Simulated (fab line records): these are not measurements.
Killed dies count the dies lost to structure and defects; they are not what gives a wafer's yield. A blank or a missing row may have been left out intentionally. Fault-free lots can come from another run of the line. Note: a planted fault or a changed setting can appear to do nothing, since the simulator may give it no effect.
fab line records ; flow sky130
[record] lots = 6; wafers = 18; lastDay = 49
route steps=708 shown LDD_P@263 LDD_HVN@267 LDD_HVP@278 PAD_OPEN@708
lots with no fault: from the same line, run without faults
startH: hours from the record's first day to the start of the lot's first wafer shown ; waitH: how many hours have passed since the lot's step before this one ; " the same as in the row above ; L1.1+2: a single row standing in for several wafers ; - no value, or no start was given ; * or withheld: withheld ; < > ~ a bound
route shown NAME@n: NAME is a module with steps in the file, n the number in the route of the first one ; usual: average and standard deviation across the fault-free wafers ; same: alike in all rows ; chamber/n: place in a boat ; sites: per-site readings ; _std_site: how widely they spread, as a standard deviation ; _edge_site: mean of outer sites minus mean of inner sites ; radiusMm: how far each site lies from the wafer's centre ; mask NAME#n: copy n ; behind: the last tool/chamber to shape the wafer ; hold: why the lot was held/for how many hours/how that ended ; device: transistor that didn't switch, given as n, p or np ; end of line: the same wafers' tests at the end of the route ; for a step that has no rows: nothing shown but its recipe ; killed: dies that structure and defects cost at the first sort, which is not the same as the wafer's yield ; map: per-die view of a wafer (x killed, . not killed, _ where there is no die)
set.NAME: the setting as run; set.NAME@STEP: as run at that earlier step ; model.NAME: the simulator's own value behind a step, which no gauge read
certain route steps with their lots: each step a table, each wafer a row
services: from which hour (startH, from the record's first day; less than 0 if before it) a tool's chamber was out of use, for how many hours, and why
[[steps]]
[step SKY_LDD_P_OVL_MEAS_08]
[usual] LDD_P_OVL = -0.3/1.5
lot.wafer;tool;chamber;startH;waitH;LDD_P_OVL[nm]
L852.2;overlay-02;-;443.40;0.1;0.9
L852.4;overlay-02;-;443.40;0.1;-0.9
L852.5;overlay-02;-;443.40;0.1;-1.0
L854.2;overlay-01;-;452.65;0.1;0.2
L854.3;overlay-01;-;452.65;0.1;1.1
L854.4;overlay-01;-;452.65;0.1;-0.2
L863.1;overlay-02;-;538.69;0.1;1.6
L863.3;overlay-02;-;538.69;0.1;-0.7
L863.6;overlay-02;-;538.69;0.1;1.8
L864.3;overlay-02;-;543.17;0.1;0.9
L864.4;overlay-02;-;543.17;0.1;-1.8
L864.6;overlay-02;-;543.17;0.1;0.6
L867.4;overlay-01;-;576.42;0.1;0.8
L867.5;overlay-01;-;576.42;0.1;-0.9
L867.6;overlay-01;-;576.42;0.1;0.6
L871.2;overlay-01;-;597.85;0.1;-1.0
L871.4;overlay-01;-;597.85;0.1;0.5
L871.6;overlay-01;-;597.85;0.1;-0.2
[step SKY_LDD_P_IMPLANT_09]
[recipe] species = BF2; energyKev = 25; doseCm2 = 1e+13; tiltDeg = withheld
[step SKY_LDD_P_STRIP_10]
[recipe] chemistry = O2/N2; powerW = 1400; pressureMtorr = 1500; platenTempC = withheld; o2FlowSccm = 3000; n2FlowSccm = 300; overashFraction = 0.5
[usual] drypumpMotorCurrentA = 5.9/0.35; oesProductAu = 0.716/0.0045; stripTimeToEndpointS = 14.18/0.042
lot.wafer;tool;chamber;startH;waitH;drypumpMotorCurrentA;oesProductAu;rfHoursCounterH;stripTimeToEndpointS
L852.2;plasmaAsher-01;0;443.58;0.1;5.5;0.720;2;14.22
L852.4;plasmaAsher-01;0;443.58;0.1;5.5;0.722;-;14.17
L852.5;plasmaAsher-01;1;443.58;0.1;6.3;0.716;-;14.18
L854.2;plasmaAsher-04;0;452.83;0.1;5.9;0.717;78;14.23
L854.3;plasmaAsher-04;0;452.83;0.1;5.9;0.715;-;14.25
L854.4;plasmaAsher-04;1;452.83;0.1;5.3;0.720;-;14.22
L863.1;plasmaAsher-04;0;538.91;0.1;5.9;0.708;87;14.15
L863.3;plasmaAsher-04;1;538.91;0.1;5.3;0.723;-;14.18
L863.6;plasmaAsher-04;1;538.91;0.1;5.3;0.714;-;14.15
L864.3;plasmaAsher-01;0;543.37;0.1;5.5;0.709;-;14.22
L864.4;plasmaAsher-01;1;543.37;0.1;6.3;0.705;-;14.23
L864.6;plasmaAsher-01;0;543.37;0.1;5.5;0.709;-;14.22
L867.4;plasmaAsher-02;0;576.62;0.1;6.1;0.716;-;14.16
L867.5;plasmaAsher-02;0;576.62;0.1;6.1;0.711;-;14.21
L867.6;plasmaAsher-02;1;576.62;0.1;6.2;0.709;-;14.18
L871.2;plasmaAsher-01;1;598.03;0.1;6.2;0.706;17;14.13
L871.4;plasmaAsher-01;1;598.03;0.1;6.3;0.717;-;14.18
L871.6;plasmaAsher-01;1;598.03;0.1;6.3;0.712;-;14.14
[step SKY_LDD_P_TW_MEAS_11]
[usual] LDD_P_TW = 642/3.5
lot.wafer;tool;chamber;startH;waitH;LDD_P_TW
L852.2;filmMetro-03;-;443.69;0.1;645
L852.4;filmMetro-03;-;443.69;0.1;641
L852.5;filmMetro-03;-;443.69;0.1;641
L854.2;filmMetro-03;-;452.94;0.1;645
L854.3;filmMetro-03;-;452.94;0.1;645
L854.4;filmMetro-03;-;452.94;0.1;647
L863.1;filmMetro-01;-;539.01;0.1;641
L863.3;filmMetro-01;-;539.01;0.1;637
L863.6;filmMetro-01;-;539.01;0.1;639
L864.3;filmMetro-03;-;543.46;0.1;642
L864.4;filmMetro-03;-;543.46;0.1;645
L864.6;filmMetro-03;-;543.46;0.1;644
L867.4;filmMetro-02;-;576.72;0.1;640
L867.5;filmMetro-02;-;576.72;0.1;638
L867.6;filmMetro-02;-;576.72;0.1;635
L871.2;filmMetro-02;-;598.14;0.1;637
L871.4;filmMetro-02;-;598.14;0.1;636
L871.6;filmMetro-02;-;598.14;0.1;637
[step SKY_LDD_HVN_DEHYDRATE_00]
[recipe] tempC = 200; timeS = 60
[step SKY_LDD_HVN_HMDS_01]
[recipe] primeTimeS = 60; primeTempC = 120
[step SKY_LDD_HVN_COAT_02]
[recipe] resist = NOVOLAK; spinRpm = 3000; resistThkNm = 300
[step SKY_LDD_HVN_SOFTBAKE_03]
[recipe] tempC = 90; timeS = 60; resist = NOVOLAK
[step SKY_LDD_HVN_EXPOSE_04]
[recipe] maskId = HVNTM; na = 0.6; sourceShape = conventional; sigmaOuter = 0.6; polarization = unpolarized; targetCdNm = 700; doseMj = 127
[step SKY_LDD_HVN_PEB_05]
[recipe] tempC = withheld; timeS = *; resist = NOVOLAK
[step SKY_LDD_HVN_DEVELOP_06]
[recipe] resist = NOVOLAK; developer = TMAH; developTimeS = 60; devTempC = 23
[step SKY_LDD_HVN_OVL_MEAS_07]
[usual] LDD_HVN_OVL = -0.1/1.6
lot.wafer;tool;chamber;startH;waitH;LDD_HVN_OVL[nm]
L852.2;overlay-01;-;474.11;0.1;3.7
L852.4;overlay-01;-;474.11;0.1;2.6
L852.5;overlay-01;-;474.11;0.1;3.3
L854.2;overlay-02;-;483.53;0.1;0.3
L854.3;overlay-02;-;483.53;0.1;-1.8
L854.4;overlay-02;-;483.53;0.1;-3.6
L863.1;overlay-01;-;568.51;0.1;1.0
L863.3;overlay-01;-;568.51;0.1;0.1
L863.6;overlay-01;-;568.51;0.1;-0.9
L864.3;overlay-02;-;572.38;0.1;-1.5
L864.4;overlay-02;-;572.38;0.1;-0.2
L864.6;overlay-02;-;572.38;0.1;-2.3
L867.4;overlay-02;-;605.79;0.1;-1.6
L867.5;overlay-02;-;605.79;0.1;-2.3
L867.6;overlay-02;-;605.79;0.1;-0.4
L871.2;overlay-01;-;627.41;0.1;-0.2
L871.4;overlay-01;-;627.41;0.1;-1.4
L871.6;overlay-01;-;627.41;0.1;-1.3
[step SKY_LDD_HVN_IMPLANT_08]
[recipe] species = P; energyKev = 60; doseCm2 = 3e+13; tiltDeg = 40
[usual] doseIonsCm2 = 2.999e+13/3.3e+10; faradayCurrentUA = 169/3.9
lot.wafer;tool;chamber;startH;waitH;doseIonsCm2;faradayCurrentUA
L852.2;implanter-04;0;474.17;0.0;2.998e+13;167
L852.4;implanter-04;0;474.17;0.0;2.994e+13;169
L852.5;implanter-04;0;474.17;0.0;2.996e+13;163
L854.2;implanter-02;0;483.58;0.0;2.996e+13;165
L854.3;implanter-02;0;483.58;0.0;3e+13;171
L854.4;implanter-02;0;483.58;0.0;3.001e+13;161
L863.1;implanter-04;0;568.54;0.0;1.551e+13;90
L863.3;implanter-04;0;568.54;0.0;1.552e+13;84
L863.6;implanter-04;0;568.54;0.0;1.556e+13;88
L864.3;implanter-04;0;572.46;0.1;1.551e+13;88
L864.4;implanter-04;0;572.46;0.1;1.555e+13;85
L864.6;implanter-04;0;572.46;0.1;1.558e+13;87
L867.4;implanter-02;0;605.88;0.1;2.997e+13;168
L867.5;implanter-02;0;605.88;0.1;2.995e+13;175
L867.6;implanter-02;0;605.88;0.1;2.998e+13;171
L871.2;implanter-02;0;627.47;0.0;3.007e+13;169
L871.4;implanter-02;0;627.47;0.0;3.009e+13;170
L871.6;implanter-02;0;627.47;0.0;3e+13;173
[step SKY_LDD_HVN_STRIP_09]
[recipe] chemistry = O2/N2; powerW = 1400; pressureMtorr = 1500; platenTempC = withheld; o2FlowSccm = 3000; n2FlowSccm = 300; overashFraction = 0.5
[usual] drypumpMotorCurrentA = 5.8/0.37; oesProductAu = 0.409/0.0048; stripTimeToEndpointS = 4.133/0.014
lot.wafer;tool;chamber;startH;waitH;drypumpMotorCurrentA;oesProductAu;rfHoursCounterH;stripTimeToEndpointS
L852.2;plasmaAsher-04;1;474.29;0.1;5.3;0.401;80;4.106
L852.4;plasmaAsher-04;0;474.29;0.1;5.9;0.419;-;4.108
L852.5;plasmaAsher-04;1;474.29;0.1;5.3;0.400;-;4.121
L854.2;plasmaAsher-01;0;483.71;0.1;5.6;0.406;6;4.143
L854.3;plasmaAsher-01;1;483.71;0.1;6.2;0.406;-;4.122
L854.4;plasmaAsher-01;0;483.71;0.1;5.5;0.411;-;4.123
L863.1;plasmaAsher-04;0;568.69;0.1;5.9;0.411;89;4.140
L863.3;plasmaAsher-04;0;568.69;0.1;5.9;0.410;-;4.149
L863.6;plasmaAsher-04;0;568.69;0.1;5.9;0.407;-;4.152
L864.3;plasmaAsher-01;1;572.59;0.1;6.2;0.411;-;4.147
L864.4;plasmaAsher-01;0;572.59;0.1;5.5;0.408;-;4.133
L864.6;plasmaAsher-01;1;572.59;0.1;6.2;0.405;-;4.130
L867.4;plasmaAsher-01;0;605.99;0.1;5.5;0.411;-;4.123
L867.5;plasmaAsher-01;0;605.99;0.1;5.5;0.413;-;4.127
L867.6;plasmaAsher-01;1;605.99;0.1;6.3;0.406;-;4.121
L871.2;plasmaAsher-03;0;627.59;0.1;6.3;0.407;82;4.117
L871.4;plasmaAsher-03;0;627.59;0.1;6.3;0.408;-;4.126
L871.6;plasmaAsher-03;0;627.59;0.1;6.3;0.405;-;4.122
[step SKY_LDD_HVN_TW_MEAS_10]
[usual] LDD_HVN_TW = 1455/7.2
lot.wafer;tool;chamber;startH;waitH;LDD_HVN_TW
L852.2;filmMetro-04;-;474.40;0.1;1465
L852.4;filmMetro-04;-;474.40;0.1;1465
L852.5;filmMetro-04;-;474.40;0.1;1460
L854.2;filmMetro-02;-;483.82;0.1;1456
L854.3;filmMetro-02;-;483.82;0.1;1454
L854.4;filmMetro-02;-;483.82;0.1;1462
L863.1;filmMetro-03;-;568.79;0.1;1175
L863.3;filmMetro-03;-;568.79;0.1;1172
L863.6;filmMetro-03;-;568.79;0.1;1173
L864.3;filmMetro-03;-;572.68;0.1;1185
L864.4;filmMetro-03;-;572.68;0.1;1181
L864.6;filmMetro-03;-;572.68;0.1;1182
L867.4;filmMetro-03;-;606.09;0.1;1452
L867.5;filmMetro-03;-;606.09;0.1;1450
L867.6;filmMetro-03;-;606.09;0.1;1452
L871.2;filmMetro-04;-;627.70;0.1;1463
L871.4;filmMetro-04;-;627.70;0.1;1467
L871.6;filmMetro-04;-;627.70;0.1;1458
[step SKY_LDD_HVP_DEHYDRATE_00]
[recipe] tempC = 200; timeS = 60
[step SKY_PAD_OPEN_PROBE_99]
[usual] killed_at_M0_to_M3 = 43/6.4; killed_at_M4_up = 3.2/1.8; killedAtContacts = 25/5.8; killedAtFrontEnd = 16/4.1; killedAtOther = 0.2/0.47; killedDies = 88/9.9; killedOpen = 47/7.3; killedShort = 40/7.1
[same] grossDies = 492; killedAtBackSide = 0
lot.wafer;tool;chamber;startH;waitH;killed_at_M0_to_M3;killed_at_M4_up;killedAtContacts;killedAtFrontEnd;killedAtOther;killedDies;killedOpen;killedShort;model.etest.tip_n_5v.rsOhmSq;model.etest.nfetG5v0d10v5.rOnOhmUm;model.etest.tip_n_5v.rsOhmSqRange;model.etest.nfetG5v0d10v5.driveUaUm;model.etest.nfet_05v0_nvt.driveUaUm;model.etest.tip_n_5v.rsOhmSqRimLessCentre;model.etest.resNdiffHv.rsOhmSq;model.etest.ring_5v.delayPs
L852.2;prober-02;-;1076.96;0.1;50;5;25;17;0;97;50;47;1387;1888;35.56;606.4;573.8;1.544;114.7;44.99
L852.4;prober-02;-;1077.06;0.2;46;1;34;15;1;97;55;41;1383;1904;35.21;605.7;575.7;-1.384;115;45.68
L852.5;prober-02;-;1077.11;0.2;43;3;23;11;0;80;48;32;1382;1920;39.47;601.4;569.2;-0.1777;114.1;45.31
L854.2;prober-02;-;1088.83;0.1;50;4;29;15;0;98;52;46;1389;1857;33.58;615;582;23.34;113.8;44.53
L854.3;prober-02;-;1088.88;0.2;34;2;22;11;1;70;37;33;1380;1886;24.42;615.8;582.7;15.25;112.6;44.76
L854.4;prober-02;-;1088.93;0.2;61;5;25;15;1;107;45;62;1388;1863;28.4;617.6;581.2;-1.804;114.3;44.77
L863.1;prober-01;-;1139.56;0.1;38;1;16;19;0;74;40;34;2404;2012;58.91;566.6;550.9;-12.04;115.4;45.72
L863.3;prober-01;-;1139.66;0.2;55;2;15;16;0;88;46;42;2393;2025;144.5;570.4;551.7;25.01;114.8;46.09
L863.6;prober-01;-;1139.81;0.2;47;2;14;19;0;82;46;36;2370;2002;64.37;570.2;551.7;46.54;115;45.53
L864.3;prober-02;-;1147.16;0.2;46;0;26;14;0;86;45;40;2303;2035;55.76;555.3;541.5;-8.049;115.6;45.98
L864.4;prober-02;-;1147.21;0.2;47;0;11;16;0;74;40;33;2265;2066;74.81;555.4;547.4;53.05;116.1;46.72
L864.6;prober-02;-;1147.31;0.2;48;5;22;17;0;92;59;33;2282;2023;94.7;567.1;550.5;68.81;116.2;46.07
L867.4;prober-01;-;1168.46;0.2;40;5;19;16;2;82;46;36;1399;1900;24.84;614.8;578.9;12.95;111.8;45.09
L867.5;prober-01;-;1168.51;0.2;46;3;23;17;0;89;45;43;1402;1900;28.63;610.2;575.8;-0.8112;111.5;45.3
L867.6;prober-01;-;1168.56;0.2;39;1;28;15;2;85;39;44;1403;1923;39.46;601.4;570.8;8.346;112.9;45.71
L871.2;prober-01;-;1185.76;0.1;40;5;28;6;0;79;49;30;1384;1869;14.18;616.7;584.7;-4.418;112.8;45.05
L871.4;prober-01;-;1185.86;0.2;44;2;32;16;0;94;53;41;1380;1876;35.73;617.6;581.4;15.8;113.8;45.31
L871.6;prober-01;-;1185.96;0.2;35;1;26;13;0;75;46;25;1380;1885;33.33;616.5;584.1;9.056;113.9;45.15
// killed by level:class
L852.2 VIA1:geometricParticle:open=13 METAL2:geometricParticle:short=8 VIA2:geometricParticle:short=7 LI_CONTACT:geometricParticle:open=7 CONTACT:geometricParticle:open=7 FIELD_ISO:geometricParticle:open=5 CONTACT:geometricParticle:short=5 FIELD_ISO:geometricParticle:short=4
L852.4 CONTACT:geometricParticle:open=12 VIA2:geometricParticle:open=11 LI_CONTACT:geometricParticle:open=8 VIA1:geometricParticle:open=8 CONTACT:geometricParticle:short=6 VIA3:geometricParticle:open=6 FIELD_ISO:geometricParticle:open=5 FIELD_ISO:geometricParticle:short=5
L852.5 CONTACT:geometricParticle:open=12 VIA1:geometricParticle:open=12 VIA2:geometricParticle:open=7 VIA1:geometricParticle:short=6 METAL2:geometricParticle:short=6 LI_CONTACT:geometricParticle:open=5 FIELD_ISO:geometricParticle:short=3 POLY_GATE:geometricParticle:short=3
L854.2 CONTACT:geometricParticle:open=10 VIA3:geometricParticle:open=10 VIA2:geometricParticle:open=9 FIELD_ISO:geometricParticle:open=7 METAL1:geometricParticle:short=7 VIA1:geometricParticle:open=7 CONTACT:geometricParticle:short=6 LI_CONTACT:geometricParticle:open=5
L854.3 VIA1:geometricParticle:open=9 LI_CONTACT:geometricParticle:open=7 METAL1:geometricParticle:short=7 VIA3:geometricParticle:open=7 CONTACT:geometricParticle:open=6 FIELD_ISO:geometricParticle:short=5 LI_CONTACT:geometricParticle:short=4 VIA2:geometricParticle:short=3
L854.4 METAL2:geometricParticle:short=11 VIA1:geometricParticle:open=10 CONTACT:geometricParticle:open=7 VIA1:geometricParticle:short=7 FIELD_ISO:geometricParticle:short=6 LI_CONTACT:geometricParticle:open=6 VIA3:geometricParticle:open=6 VIA2:geometricParticle:open=6
L863.1 VIA1:geometricParticle:open=10 FIELD_ISO:geometricParticle:open=6 CONTACT:geometricParticle:open=6 FIELD_ISO:geometricParticle:short=5 METAL2:geometricParticle:short=5 CONTACT:geometricParticle:short=5 VIA1:geometricParticle:short=5 VIA3:geometricParticle:open=5
L863.3 VIA1:geometricParticle:open=11 METAL1:geometricParticle:short=8 VIA3:geometricParticle:open=7 VIA1:geometricParticle:short=5 POLY_GATE:geometricParticle:open=5 METAL3:geometricParticle:short=5 CONTACT:geometricParticle:open=5 METAL2:geometricParticle:short=5
L863.6 VIA1:geometricParticle:open=12 VIA3:geometricParticle:open=9 POLY_GATE:geometricParticle:open=6 CONTACT:geometricParticle:open=6 METAL1:geometricParticle:short=5 LOCAL_INTERCONNECT:geometricParticle:short=4 VIA1:geometricParticle:short=4 VIA2:geometricParticle:open=4
L864.3 VIA1:geometricParticle:open=11 CONTACT:geometricParticle:open=9 VIA3:geometricParticle:open=8 FIELD_ISO:geometricParticle:short=7 CONTACT:geometricParticle:short=6 VIA2:geometricParticle:short=6 VIA2:geometricParticle:open=6 METAL2:geometricParticle:short=5
L864.4 VIA2:geometricParticle:open=9 VIA3:geometricParticle:open=7 FIELD_ISO:geometricParticle:open=5 VIA1:geometricParticle:open=5 VIA2:geometricParticle:short=5 FIELD_ISO:geometricParticle:short=4 POLY_GATE:geometricParticle:open=4 METAL1:geometricParticle:short=4
L864.6 CONTACT:geometricParticle:open=11 VIA1:geometricParticle:open=11 VIA2:geometricParticle:open=10 POLY_GATE:geometricParticle:open=5 VIA1:geometricParticle:short=5 LI_CONTACT:geometricParticle:open=5 VIA3:geometricParticle:open=5 METAL1:geometricParticle:short=5
L867.4 VIA1:geometricParticle:open=10 CONTACT:geometricParticle:open=7 VIA1:geometricParticle:short=6 POLY_GATE:geometricParticle:open=5 LI_CONTACT:geometricParticle:open=5 VIA3:geometricParticle:open=5 POLY_GATE:geometricParticle:short=4 VIA2:geometricParticle:open=4
L867.5 VIA1:geometricParticle:open=14 CONTACT:geometricParticle:open=8 FIELD_ISO:geometricParticle:open=6 VIA1:geometricParticle:short=6 CONTACT:geometricParticle:short=5 METAL1:geometricParticle:short=5 METAL2:geometricParticle:short=5 METAL3:geometricParticle:short=5
L867.6 VIA1:geometricParticle:open=9 LOCAL_INTERCONNECT:geometricParticle:short=7 LI_CONTACT:geometricParticle:open=6 CONTACT:geometricParticle:open=6 VIA1:geometricParticle:short=6 POLY_GATE:geometricParticle:short=5 CONTACT:geometricParticle:short=5 VIA3:geometricParticle:open=5
L871.2 VIA1:geometricParticle:open=11 CONTACT:geometricParticle:open=9 LI_CONTACT:geometricParticle:open=8 VIA3:geometricParticle:open=7 CONTACT:geometricParticle:short=5 LOCAL_INTERCONNECT:geometricParticle:short=4 VIA2:geometricParticle:open=4 METAL2:geometricParticle:short=3
L871.4 CONTACT:geometricParticle:open=13 VIA1:geometricParticle:open=11 LI_CONTACT:geometricParticle:open=9 POLY_GATE:geometricParticle:open=6 VIA3:geometricParticle:short=6 VIA2:geometricParticle:open=5 METAL1:geometricParticle:short=5 METAL2:geometricParticle:short=5
L871.6 CONTACT:geometricParticle:open=13 VIA1:geometricParticle:open=10 LI_CONTACT:geometricParticle:open=6 VIA3:geometricParticle:open=6 VIA2:geometricParticle:open=5 CONTACT:geometricParticle:short=4 METAL1:geometricParticle:short=4 NWELL:coatMicrobubblePrinted=4
[[services]]
tool;chamber;startH;hours;kind
plasmaAsher-01;-;421.25;9.0;pm
plasmaAsher-01;0;421.25;9.0;ventCycle
plasmaAsher-01;1;421.25;9.0;ventCycle
plasmaAsher-01;0;430.25;-;clean
plasmaAsher-01;1;430.25;-;clean
plasmaAsher-03;-;435.47;15.6;pm
implanter-04;-;474.99;3.1;repair
implanter-04;-;530.94;14.1;pm
plasmaAsher-04;-;541.65;1.7;repair
implanter-02;-;561.66;1.9;repair
implanter-04;-;578.27;4.6;repair
implanter-04;-;578.28;5.1;repair
implanter-02;-;596.53;0.5;repair
implanter-02;-;611.19;4.9;pm
plasmaAsher-04;-;619.48;2.8;pm
[[key]]
[firstSign] step = SKY_LDD_HVN_IMPLANT_08; reading = doseIonsCm2; direction = down; sigmas = 99+; usual = *; struck = *
[effect] step = SKY_LDD_HVN_IMPLANT_08; reading = faradayCurrentUA; direction = down; sigmas = 21; usual = 169; struck = 87
[effect] step = SKY_LDD_HVN_TW_MEAS_10; reading = LDD_HVN_TW; direction = down; sigmas = 38; usual = 1455; struck = 1178
[modelEffect] step = SKY_PAD_OPEN_PROBE_99; value = etest.tip_n_5v.rsOhmSq; without = 1378; struck = 2336
metAt SKY_LDD_HVN_IMPLANT_08
struckWafers L863.1,L863.3,L863.6,L864.3,L864.4,L864.6
testerLeftOut L863,L864
onsetBetween 474.17 568.54
[fault] kind = processParameterDrift; tool = implanter-04; chamber = -; onsetH = 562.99; steps = SKY_LDD_HVN_IMPLANT_08; channel = doseCm2; offset = *; shape = step; endH = 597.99; actsIn = *; stated = *
// testerLeftOut: of these lots the tester's yield and bins aren't shown, on N5 and GAA mostly nor the transistor test; their killed dies are dies lost to structure and defects alone, not to doping, threshold or leakage, so they don't give the yield
